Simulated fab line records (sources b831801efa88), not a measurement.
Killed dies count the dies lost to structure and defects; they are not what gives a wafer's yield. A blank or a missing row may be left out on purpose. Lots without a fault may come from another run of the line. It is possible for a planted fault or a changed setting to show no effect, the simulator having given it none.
fab line records	flow sky130
record: lots: 6	wafers: 18	last-day: 50
route steps=708 shown VIA1@473 METAL2@483 PAD_OPEN@708
lots that met no fault: taken from a fault-free run of the same line
start-h: hours from the record's first day to the start of the lot's first wafer shown	wait-h: how many hours have passed since the lot's step before this one	" as in the row above	L1.1+2: a row that stands for several wafers	- no value present, or no start provided	* or withheld: withheld	< > ~ a bound
route shown NAME@n: names a module that has steps shown in the file, with the first one's number in the route	usual: mean/standard deviation of fault-free wafers	same: alike in all rows	chamber/n: place in a boat	sites: each site's reading	_std_site: standard deviation across them	_edge_site: the outer-site mean with the inner-site mean subtracted	radius-mm: how far each site lies from the wafer's centre	mask NAME#n: copy n	behind: the most recent tool/chamber to have shaped the wafer	hold: why the lot was held/for how many hours/how that ended	device: the n, p or np transistor that did not switch	end of line: at the end of the route, the tests of the same wafers	a step without rows: its recipe alone	killed: dies that structure and defects cost at the first sort, which is not the same as the wafer's yield	map: shows each die of a wafer: x if killed, . if not, _ if none is there
set.NAME: the setting as run; set.NAME@STEP: as run at that earlier step	model.NAME: the simulator's own value behind a step, which no gauge read
lots seen at some steps along the route; tables by step, rows by wafer
services: from which hour (start-h, from the record's first day; less than 0 if before it) a tool's chamber was out of use, for how many hours, and why
== steps ==
step: SKY_VIA1_ETCH_15
recipe: target: SiO2	chemistry: C4F8/O2/Ar	target-depth-nm: 351	stop-on: TiN	mask-material: KrF-thick	source-w: 1500	bias-w: 1200	pressure-mtorr: 40	c4f8-flow-sccm: withheld	O2_flow_sccm: 6	Ar_flow_sccm: 300	time-s: 54
step: SKY_VIA1_STRIP_16
recipe: chemistry: O2/N2	power-w: 1400	pressure-mtorr: 1500	platen-temp-c: withheld	o2-flow-sccm: 3000	n2-flow-sccm: 300	overash-fraction: 0.5
step: SKY_VIA1_STRIP_17
recipe: chemistry: post-etch-residue-remover	time-s: 1200	temp-c: 72.5
step: SKY_VIA1_CLEAN_18
recipe: chemistry: IPA	time-s: 180	temp-c: 25
step: SKY_VIA1_CLEAN_19
recipe: chemistry: O3/DIW	dry: n2-spin
step: SKY_VIA1_SPUTTER_20
recipe: material: TiN	target-thk-nm: 20	chamber-pressure-pa: 5	power-w: 4000	time-s: 80
usual: chamber-pressure-pa: 4.999/0.011	throttle-valve-pct: 30.2/0.98
lot.wafer	tool	chamber	start-h	wait-h	chamber-pressure-pa	throttle-valve-pct
L760.1	pvd-sputter-01	-	807.11	0.0	5.011	31.0
L760.2	"	-	"	"	5.023	29.9
L760.6	"	-	"	"	5.000	31.2
L762.3	pvd-sputter-01	-	817.61	0.0	5.019	31.2
L762.4	"	-	"	"	4.997	29.1
L762.5	"	-	"	"	5.011	31.2
L764.1	pvd-sputter-01	-	836.44	0.0	5.004	30.3
L764.3	"	-	"	"	5.003	28.6
L764.5	"	-	"	"	4.998	29.8
L767.2	pvd-sputter-03	-	853.84	0.0	5.007	32.1
L767.4	"	-	"	"	5.008	28.8
L767.6	"	-	"	"	4.982	29.1
L780.1	pvd-sputter-03	-	950.44	0.0	5.008	31.8
L780.4	"	-	"	"	5.001	32.3
L780.6	"	-	"	"	4.983	32.0
L782.1	pvd-sputter-04	-	958.15	0.0	4.995	30.0
L782.5	"	-	"	"	4.994	30.0
L782.6	"	-	"	"	5.011	29.8
step: SKY_VIA1_CVD_21
recipe: material: W	target-thk-nm: 270	time-s: 80.902	temp-c: 400	pressure-torr: 40
usual: heater-power-w: 891/83
lot.wafer	tool	chamber	start-h	wait-h	heater-power-w
L760.1	cvd-w-02	1	807.17	0.0	886
L760.2	"	0	"	"	798
L760.6	"	1	"	"	870
L762.3	cvd-w-01	0	817.70	0.1	812
L762.4	"	1	"	"	1015
L762.5	"	0	"	"	831
L764.1	cvd-w-02	1	836.50	0.0	905
L764.3	"	1	"	"	893
L764.5	"	1	"	"	906
L767.2	cvd-w-02	0	853.90	0.0	802
L767.4	"	0	"	"	798
L767.6	"	1	"	"	877
L780.1	cvd-w-02	0	950.50	0.0	846
L780.4	"	0	"	"	870
L780.6	"	1	"	"	843
L782.1	cvd-w-01	1	958.21	0.0	1001
L782.5	"	0	"	"	812
L782.6	"	1	"	"	1032
step: SKY_VIA1_RS_MEAS_22
recipe: thk-meas-gauge: four-point-probe	reads: W_of_VIA1_CVD_21+TiN_of_VIA1_SPUTTER_20
usual: VIA1_W_RS: 0.429/0.0042
lot.wafer	tool	chamber	start-h	wait-h	VIA1_W_RS[ohm/sq]
L760.1	film-metro-02	-	807.26	0.1	0.425
L760.2	"	-	"	"	0.423
L760.6	"	-	"	"	0.426
L762.3	film-metro-02	-	817.80	0.1	0.430
L762.4	"	-	"	"	0.427
L762.5	"	-	"	"	0.433
L764.1	film-metro-01	-	836.59	0.1	0.430
L764.3	"	-	"	"	0.426
L764.5	"	-	"	"	0.426
L767.2	film-metro-02	-	854.01	0.1	0.429
L767.4	"	-	"	"	0.429
L767.6	"	-	"	"	0.424
L780.1	film-metro-01	-	950.59	0.1	0.424
L780.4	"	-	"	"	0.425
L780.6	"	-	"	"	0.417
L782.1	film-metro-02	-	958.30	0.1	0.432
L782.5	"	-	"	"	0.427
L782.6	"	-	"	"	0.433
step: SKY_VIA1_THK_MEAS_23
recipe: thk-meas-gauge: xrf	reads: W_of_VIA1_CVD_21
usual: VIA1_W_THK: 260/4.1
lot.wafer	tool	chamber	start-h	wait-h	VIA1_W_THK[nm]
L760.1	film-metro-02	-	807.38	0.1	259
L760.2	"	-	"	"	262
L760.6	"	-	"	"	260
L762.3	film-metro-02	-	817.90	0.1	255
L762.4	"	-	"	"	258
L762.5	"	-	"	"	254
L764.1	film-metro-01	-	836.71	0.1	263
L764.3	"	-	"	"	266
L764.5	"	-	"	"	266
L767.2	film-metro-02	-	854.12	0.1	254
L767.4	"	-	"	"	255
L767.6	"	-	"	"	257
L780.1	film-metro-01	-	950.71	0.1	266
L780.4	"	-	"	"	266
L780.6	"	-	"	"	272
L782.1	film-metro-02	-	958.42	0.1	255
L782.5	"	-	"	"	258
L782.6	"	-	"	"	255
step: SKY_VIA1_CMP_24
recipe: stop-on: SiO2	t-overpolish-s: 15	down-force-psi: 3.5	platen-rpm: 60	target-thk-nm: 0	pad-velocity-m-s: 0.94248
step: SKY_METAL2_SPUTTER_00
recipe: material: Ti	target-thk-nm: 15	power-w: 3000	time-s: 10	chamber-pressure-pa: 0.4
usual: chamber-pressure-pa: 0.3999/0.00091	throttle-valve-pct: 30.5/0.91
lot.wafer	tool	chamber	start-h	wait-h	chamber-pressure-pa	throttle-valve-pct
L760.1	pvd-sputter-03	-	807.74	0.2	0.3991	31.7
L760.2	"	-	"	"	0.3999	30.2
L760.6	"	-	"	"	0.3989	31.8
L762.3	pvd-sputter-03	-	818.24	0.1	0.3982	32.5
L762.4	"	-	"	"	0.3988	31.7
L762.5	"	-	"	"	0.3989	31.7
L764.1	pvd-sputter-02	-	837.07	0.2	0.3995	30.4
L764.3	"	-	"	"	0.4000	30.6
L764.5	"	-	"	"	0.4023	31.1
L767.2	pvd-sputter-04	-	854.47	0.1	0.3984	29.8
L767.4	"	-	"	"	0.3995	29.6
L767.6	"	-	"	"	0.3980	30.8
L780.1	pvd-sputter-02	-	951.07	0.2	0.4007	30.2
L780.4	"	-	"	"	0.4009	30.5
L780.6	"	-	"	"	0.4007	30.3
L782.1	pvd-sputter-02	-	958.78	0.1	0.3994	30.2
L782.5	"	-	"	"	0.3998	30.4
L782.6	"	-	"	"	0.3982	30.4
step: SKY_METAL2_SPUTTER_01
recipe: material: TiN	target-thk-nm: 20	power-w: 6500	time-s: 16.7	chamber-pressure-pa: 0.4
step: SKY_METAL2_SPUTTER_02
recipe: material: AlCu	target-thk-nm: 250	power-w: 10600	time-s: 13.3	chamber-pressure-pa: 0.4
usual: chamber-pressure-pa: 0.4000/0.00077	throttle-valve-pct: 30.5/0.87
lot.wafer	tool	chamber	start-h	wait-h	chamber-pressure-pa	throttle-valve-pct	model.AlCu_of_METAL2_SPUTTER_02.thk-nm
L760.1	pvd-sputter-03	-	807.79	0.0	0.4002	31.5	244.7
L760.2	"	-	"	"	0.3987	29.9	242.6
L760.6	"	-	"	"	0.4008	32.0	243.3
L762.3	pvd-sputter-03	-	818.29	0.0	0.3997	31.8	249.6
L762.4	"	-	"	"	0.4016	31.8	247.7
L762.5	"	-	"	"	0.4011	32.0	247
L764.1	pvd-sputter-02	-	837.12	0.0	0.3995	30.6	251.2
L764.3	"	-	"	"	0.4015	30.5	248.7
L764.5	"	-	"	"	0.4005	30.9	249.8
L767.2	pvd-sputter-04	-	854.52	0.0	0.3995	29.7	253.4
L767.4	"	-	"	"	0.4000	29.5	252.6
L767.6	"	-	"	"	0.4003	30.5	253.1
L780.1	pvd-sputter-02	-	951.12	0.0	0.3240	33.8	259.3
L780.4	"	-	"	"	0.3243	34.2	259.2
L780.6	"	-	"	"	0.3230	33.7	260.3
L782.1	pvd-sputter-02	-	958.83	0.0	0.3257	33.9	256.2
L782.5	"	-	"	"	0.3250	33.9	257.9
L782.6	"	-	"	"	0.3252	33.9	256.8
step: SKY_METAL2_SPUTTER_03
recipe: material: Ti	target-thk-nm: 5	power-w: 3000	time-s: 3.3	chamber-pressure-pa: 0.4
usual: chamber-pressure-pa: 0.4000/0.00074	throttle-valve-pct: 30.5/0.9
lot.wafer	tool	chamber	start-h	wait-h	chamber-pressure-pa	throttle-valve-pct
L760.1	pvd-sputter-03	-	807.81	0.0	0.4013	31.8
L760.2	"	-	"	"	0.4006	29.7
L760.6	"	-	"	"	0.4006	31.7
L762.3	pvd-sputter-03	-	818.31	0.0	0.3998	32.0
L762.4	"	-	"	"	0.4001	31.9
L762.5	"	-	"	"	0.4001	31.8
L764.1	pvd-sputter-02	-	837.14	0.0	0.4016	30.2
L764.3	"	-	"	"	0.3992	30.4
L764.5	"	-	"	"	0.4007	31.1
L767.2	pvd-sputter-04	-	854.54	0.0	0.3991	29.8
L767.4	"	-	"	"	0.3999	29.8
L767.6	"	-	"	"	0.3995	30.4
L780.1	pvd-sputter-02	-	951.14	0.0	0.4003	30.2
L780.4	"	-	"	"	0.4004	30.4
L780.6	"	-	"	"	0.3994	30.0
L782.1	pvd-sputter-02	-	958.85	0.0	0.4003	30.5
L782.5	"	-	"	"	0.3994	30.3
L782.6	"	-	"	"	0.4000	30.6
step: SKY_METAL2_SPUTTER_04
recipe: material: TiN	target-thk-nm: 70	power-w: 6500	time-s: 58.3	chamber-pressure-pa: 0.4
usual: chamber-pressure-pa: 0.4000/0.00078	throttle-valve-pct: 30.5/0.91
lot.wafer	tool	chamber	start-h	wait-h	chamber-pressure-pa	throttle-valve-pct
L760.1	pvd-sputter-03	-	807.83	0.0	0.3995	31.7
L760.2	"	-	"	"	0.4006	30.2
L760.6	"	-	"	"	0.3995	31.8
L762.3	pvd-sputter-03	-	818.33	0.0	0.4012	31.9
L762.4	"	-	"	"	0.4009	31.8
L762.5	"	-	"	"	0.3997	32.1
L764.1	pvd-sputter-02	-	837.16	0.0	0.3985	30.2
L764.3	"	-	"	"	0.3998	30.5
L764.5	"	-	"	"	0.3996	31.2
L767.2	pvd-sputter-04	-	854.56	0.0	0.3988	29.6
L767.4	"	-	"	"	0.3999	29.3
L767.6	"	-	"	"	0.3998	30.7
L780.1	pvd-sputter-02	-	951.16	0.0	0.3998	30.2
L780.4	"	-	"	"	0.3996	30.4
L780.6	"	-	"	"	0.3999	30.4
L782.1	pvd-sputter-02	-	958.87	0.0	0.4013	30.4
L782.5	"	-	"	"	0.3994	30.0
L782.6	"	-	"	"	0.4010	30.6
step: SKY_METAL2_RS_MEAS_05
recipe: thk-meas-gauge: four-point-probe	reads: TiN_of_METAL2_SPUTTER_04+Ti_of_METAL2_SPUTTER_03+AlCu_of_METAL2_SPUTTER_02+TiN_of_METAL2_SPUTTER_01+Ti_of_METAL2_SPUTTER_00
usual: METAL2_ALCU_RS: 0.1271/0.0014
lot.wafer	tool	chamber	start-h	wait-h	METAL2_ALCU_RS[ohm/sq]
L760.1	film-metro-01	-	807.88	0.0	0.1296
L760.2	"	-	"	"	0.1308
L760.6	"	-	"	"	0.1305
L762.3	film-metro-03	-	818.42	0.1	0.1273
L762.4	"	-	"	"	0.1282
L762.5	"	-	"	"	0.1288
L764.1	film-metro-04	-	837.21	0.0	0.1260
L764.3	"	-	"	"	0.1278
L764.5	"	-	"	"	0.1271
L767.2	film-metro-03	-	854.63	0.0	0.1254
L767.4	"	-	"	"	0.1254
L767.6	"	-	"	"	0.1253
L780.1	film-metro-01	-	951.21	0.0	0.1205
L780.4	"	-	"	"	0.1204
L780.6	"	-	"	"	0.1202
L782.1	film-metro-04	-	958.92	0.0	0.1221
L782.5	"	-	"	"	0.1213
L782.6	"	-	"	"	0.1222
step: SKY_METAL2_THK_MEAS_06
recipe: thk-meas-gauge: xrf	reads: AlCu_of_METAL2_SPUTTER_02
usual: METAL2_ALCU_THK: 251/3
lot.wafer	tool	chamber	start-h	wait-h	METAL2_ALCU_THK[nm]
L760.1	film-metro-01	-	808.00	0.1	248
L760.2	"	-	"	"	246
L760.6	"	-	"	"	246
L762.3	film-metro-03	-	818.52	0.1	250
L762.4	"	-	"	"	247
L762.5	"	-	"	"	248
L764.1	film-metro-04	-	837.33	0.1	250
L764.3	"	-	"	"	248
L764.5	"	-	"	"	250
L767.2	film-metro-03	-	854.74	0.1	255
L767.4	"	-	"	"	254
L767.6	"	-	"	"	254
L780.1	film-metro-01	-	951.33	0.1	261
L780.4	"	-	"	"	262
L780.6	"	-	"	"	264
L782.1	film-metro-04	-	959.04	0.1	258
L782.5	"	-	"	"	261
L782.6	"	-	"	"	258
step: SKY_METAL2_DEHYDRATE_07
recipe: temp-c: 200	time-s: 60
step: SKY_PAD_OPEN_PROBE_99
usual: defect-limited-yield: 82.4/2	killed_at_M0_to_M3: 44/6.8	killed_at_M4_up: 3.4/2	killed-at-contacts: 24/5.2	killed-at-front-end: 15/5.2	killed-at-other: 0.2/0.46	killed-dies: 87/9.8	killed-open: 47/7.5	killed-short: 39/6.8	sort_bin_3_pad_short: 0.8/0.37	sort_bin_5_function: 10.5/1.5	sort_bin_6_memory: 6.3/1.2	sort-n-pass: 405/9.8	sort-yield-pct: 82.4/2
same: gross-dies: 492	killed-at-back-side: 0	sort_bin_4_leakage[%]: 0	sort_bin_8_speed[%]: 0
lot.wafer	tool	chamber	start-h	wait-h	defect-limited-yield[%]	killed_at_M0_to_M3	killed_at_M4_up	killed-at-contacts	killed-at-front-end	killed-at-other	killed-dies	killed-open	killed-short	sort_bin_3_pad_short[%]	sort_bin_5_function[%]	sort_bin_6_memory[%]	sort-n-pass	sort-yield-pct[%]	model.etest.met2.line-ohm-um	model.etest.met2.rs-ohm-sq
L760.1	prober-01	-	1087.90	0.1	80.5	41	12	28	15	0	96	37	59	0.8	12.0	6.7	396	80.5	0.8952	0.1308
L760.2	prober-01	-	1087.95	0.1	81.9	43	3	26	17	0	89	51	38	1.2	13.2	3.7	403	81.9	0.9556	0.1311
L760.6	prober-01	-	1088.15	0.2	80.9	45	3	23	23	0	94	54	40	0.8	11.6	6.7	398	80.9	0.9545	0.1307
L762.3	prober-01	-	1095.48	0.2	81.7	53	4	22	9	2	90	48	42	0.6	11.4	6.3	402	81.7	0.9208	0.1284
L762.4	prober-01	-	1095.53	0.2	83.3	35	3	33	11	0	82	51	31	0.6	9.3	6.7	410	83.3	0.9643	0.1304
L762.5	prober-01	-	1095.58	0.2	81.1	44	5	32	12	0	93	50	43	1.6	11.0	6.3	399	81.1	0.9565	0.1301
L764.1	prober-01	-	1107.22	0.1	82.3	49	4	17	17	0	87	47	40	1.4	8.5	7.7	405	82.3	0.9252	0.1275
L764.3	prober-01	-	1107.32	0.2	81.1	37	5	32	19	0	93	59	34	0	10.2	8.7	399	81.1	0.9521	0.1288
L764.5	prober-01	-	1107.42	0.2	82.3	47	4	19	17	0	87	42	45	0.6	11.2	5.9	405	82.3	0.9234	0.1293
L767.2	prober-02	-	1124.46	0.1	83.5	45	5	15	15	1	81	38	43	1.6	8.3	6.5	411	83.5	0.9157	0.1275
L767.4	prober-02	-	1124.56	0.2	82.5	30	5	34	17	0	86	43	43	0.4	10.2	6.9	406	82.5	0.9371	0.1279
L767.6	prober-02	-	1124.66	0.2	77.4	56	4	32	19	0	111	62	49	0.6	15.0	6.9	381	77.4	0.9521	0.1273
L780.1	prober-01	-	1191.23	0.1	82.3	50	2	18	17	0	87	36	51	0.6	12.4	4.7	405	82.3	0.8699	0.1232
L780.4	prober-01	-	1191.38	0.2	84.3	39	7	21	10	0	77	38	39	0	10.0	5.7	415	84.3	0.8423	0.1219
L780.6	prober-01	-	1191.48	0.2	82.9	38	3	29	14	0	84	50	34	0.4	11.2	5.5	408	82.9	0.8711	0.1229
L782.1	prober-01	-	1196.49	0.1	82.7	48	8	15	14	0	85	46	39	0.8	10.8	5.7	407	82.7	0.8669	0.1261
L782.5	prober-01	-	1196.69	0.2	83.3	30	8	28	16	0	82	45	37	0.4	10.0	6.3	410	83.3	0.8509	0.1243
L782.6	prober-01	-	1196.74	0.2	81.7	52	5	22	11	0	90	49	41	1.0	10.0	7.3	402	81.7	0.8532	0.125
killed by level:class
L760.1 LI_CONTACT:geometric-particle:open=8 FIELD_ISO:geometric-particle:short=7 METAL2:geometric-particle:short=7 METAL1:geometric-particle:short=7 METAL4:geometric-particle:short=7 CONTACT:geometric-particle:open=6 CONTACT:geometric-particle:short=5 VIA1:geometric-particle:open=5
L760.2 CONTACT:geometric-particle:open=12 VIA1:geometric-particle:open=12 FIELD_ISO:geometric-particle:short=6 LI_CONTACT:geometric-particle:open=6 POLY_GATE:geometric-particle:open=5 CONTACT:geometric-particle:short=5 VIA1:geometric-particle:short=5 METAL2:geometric-particle:short=5
L760.6 VIA1:geometric-particle:open=12 CONTACT:geometric-particle:open=10 FIELD_ISO:geometric-particle:open=8 METAL2:geometric-particle:short=6 METAL3:geometric-particle:short=6 FIELD_ISO:geometric-particle:short=5 LOCAL_INTERCONNECT:geometric-particle:short=5 POLY_GATE:geometric-particle:open=4
L762.3 VIA2:geometric-particle:open=12 VIA1:geometric-particle:open=10 CONTACT:geometric-particle:open=8 METAL2:geometric-particle:short=7 LI_CONTACT:geometric-particle:open=6 VIA1:geometric-particle:short=6 VIA3:geometric-particle:open=5 METAL3:geometric-particle:short=5
L762.4 CONTACT:geometric-particle:open=13 VIA1:geometric-particle:open=10 CONTACT:geometric-particle:short=8 METAL2:geometric-particle:short=6 LI_CONTACT:geometric-particle:open=6 FIELD_ISO:geometric-particle:open=4 FIELD_ISO:geometric-particle:short=4 VIA2:geometric-particle:open=4
L762.5 CONTACT:geometric-particle:open=13 LI_CONTACT:geometric-particle:open=10 VIA1:geometric-particle:open=8 METAL2:geometric-particle:short=7 VIA2:geometric-particle:open=6 CONTACT:geometric-particle:short=5 METAL1:geometric-particle:short=5 FIELD_ISO:geometric-particle:short=4
L764.1 VIA3:geometric-particle:open=9 CONTACT:geometric-particle:open=8 VIA1:geometric-particle:open=7 FIELD_ISO:geometric-particle:open=6 VIA3:geometric-particle:short=6 POLY_GATE:geometric-particle:open=5 VIA1:geometric-particle:short=5 METAL3:geometric-particle:short=5
L764.3 CONTACT:geometric-particle:open=17 VIA1:geometric-particle:open=12 FIELD_ISO:geometric-particle:open=7 METAL1:geometric-particle:short=6 VIA1:geometric-particle:short=6 LI_CONTACT:geometric-particle:open=5 METAL2:geometric-particle:open=4 FIELD_ISO:geometric-particle:short=3
L764.5 VIA1:geometric-particle:open=10 VIA2:geometric-particle:open=8 VIA1:geometric-particle:short=7 METAL1:geometric-particle:short=6 CONTACT:geometric-particle:open=5 POLY_GATE:geometric-particle:short=5 LI_CONTACT:geometric-particle:open=4 LI_CONTACT:geometric-particle:short=4
L767.2 VIA1:geometric-particle:open=12 POLY_GATE:geometric-particle:short=8 CONTACT:geometric-particle:open=8 METAL2:geometric-particle:short=7 METAL1:geometric-particle:short=5 VIA1:geometric-particle:short=5 CONTACT:geometric-particle:short=4 VIA2:geometric-particle:open=4
L767.4 CONTACT:geometric-particle:short=11 VIA1:geometric-particle:open=10 LI_CONTACT:geometric-particle:open=9 CONTACT:geometric-particle:open=8 FIELD_ISO:geometric-particle:short=4 FIELD_ISO:geometric-particle:open=4 LOCAL_INTERCONNECT:geometric-particle:short=4 VIA1:geometric-particle:short=4
L767.6 VIA1:geometric-particle:open=18 VIA2:geometric-particle:open=9 CONTACT:geometric-particle:open=8 CONTACT:geometric-particle:short=8 VIA1:geometric-particle:short=8 LOCAL_INTERCONNECT:geometric-particle:short=7 VIA3:geometric-particle:open=6 FIELD_ISO:geometric-particle:open=5
L780.1 VIA1:geometric-particle:open=12 METAL2:geometric-particle:short=9 LOCAL_INTERCONNECT:geometric-particle:short=6 CONTACT:geometric-particle:short=6 METAL1:geometric-particle:short=6 POLY_GATE:geometric-particle:short=5 VIA1:geometric-particle:short=5 FIELD_ISO:geometric-particle:open=4
L780.4 VIA1:geometric-particle:open=11 VIA3:geometric-particle:open=7 CONTACT:geometric-particle:short=5 CONTACT:geometric-particle:open=5 VIA1:geometric-particle:short=5 METAL2:geometric-particle:short=5 METAL4:geometric-particle:short=4 POLY_GATE:geometric-particle:short=3
L780.6 VIA1:geometric-particle:open=11 VIA2:geometric-particle:open=8 VIA1:geometric-particle:short=6 LI_CONTACT:geometric-particle:open=6 CONTACT:geometric-particle:short=6 CONTACT:geometric-particle:open=6 VIA3:geometric-particle:open=6 LI_CONTACT:geometric-particle:short=5
L782.1 VIA3:geometric-particle:open=11 LI_CONTACT:geometric-particle:open=9 VIA1:geometric-particle:open=8 METAL1:geometric-particle:short=7 METAL4:geometric-particle:short=6 VIA1:geometric-particle:short=6 METAL3:geometric-particle:short=6 POLY_GATE:geometric-particle:open=4
L782.5 LI_CONTACT:geometric-particle:open=9 VIA1:geometric-particle:open=8 LOCAL_INTERCONNECT:geometric-particle:short=7 FIELD_ISO:geometric-particle:open=6 CONTACT:geometric-particle:open=6 VIA2:geometric-particle:open=5 METAL4:geometric-particle:short=5 CONTACT:geometric-particle:short=4
L782.6 VIA1:geometric-particle:open=11 CONTACT:geometric-particle:open=9 METAL2:geometric-particle:short=8 LI_CONTACT:geometric-particle:open=7 VIA3:geometric-particle:open=7 METAL1:geometric-particle:short=5 VIA2:geometric-particle:open=5 VIA1:geometric-particle:short=5
== services ==
tool	chamber	start-h	hours	kind
pvd-sputter-01	-	804.35	1.4	repair
pvd-sputter-01	-	822.77	1.2	repair
pvd-sputter-01	3	832.59	-	consumable-replace:kit
pvd-sputter-01	3	832.59	18.0	scheduled-down
pvd-sputter-01	3	832.59	18.0	vent-cycle
pvd-sputter-02	-	871.06	7.5	repair
cvd-w-02	-	904.00	14.0	pm
cvd-w-02	0	904.00	14.0	vent-cycle
cvd-w-02	1	904.00	14.0	vent-cycle
pvd-sputter-03	3	910.32	-	consumable-replace:kit
pvd-sputter-03	3	910.32	18.0	scheduled-down
pvd-sputter-03	3	910.32	18.0	vent-cycle
cvd-w-02	-	918.00	2.8	pm
cvd-w-02	0	918.00	-	clean
cvd-w-02	1	918.00	-	clean
pvd-sputter-04	-	929.41	5.0	repair
pvd-sputter-02	-	934.72	4.6	repair
pvd-sputter-03	-	938.87	11.2	repair
pvd-sputter-02	3	953.85	-	consumable-replace:kit
pvd-sputter-02	3	953.85	18.0	scheduled-down
pvd-sputter-02	3	953.85	18.0	vent-cycle
== key ==
first-sign: step: SKY_METAL2_SPUTTER_02	reading: chamber-pressure-pa	direction: down	sigmas: 98	usual: 0.4000	struck: 0.3245
effect: step: SKY_METAL2_SPUTTER_02	reading: throttle-valve-pct	direction: up	sigmas: 3.9	usual: 30.5	struck: 33.9
effect: step: SKY_METAL2_RS_MEAS_05	reading: METAL2_ALCU_RS	direction: down	sigmas: 4.3	usual: 0.1271	struck: 0.1211
effect: step: SKY_METAL2_THK_MEAS_06	reading: METAL2_ALCU_THK	direction: up	sigmas: 3.1	usual: 251	struck: 261
model-effect: step: SKY_METAL2_SPUTTER_02	value: AlCu_of_METAL2_SPUTTER_02.thk-nm	without: 248.2	struck: 258.3
model-effect: step: SKY_PAD_OPEN_PROBE_99	value: etest.met2.line-ohm-um	without: 0.8953	struck: 0.8591
met-at SKY_METAL2_SPUTTER_02
struck-wafers L780.1,L780.4,L780.6,L782.1,L782.5,L782.6
onset-between 837.12 951.12
fault: kind: process-parameter-drift	tool: pvd-sputter-02	chamber: -	onset-h: 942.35	steps: SKY_METAL2_SPUTTER_02	channel: chamber-pressure-pa	offset: -0.075134	shape: step	end-h: 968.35	acts-in: these-recipes-only	stated: 0.4
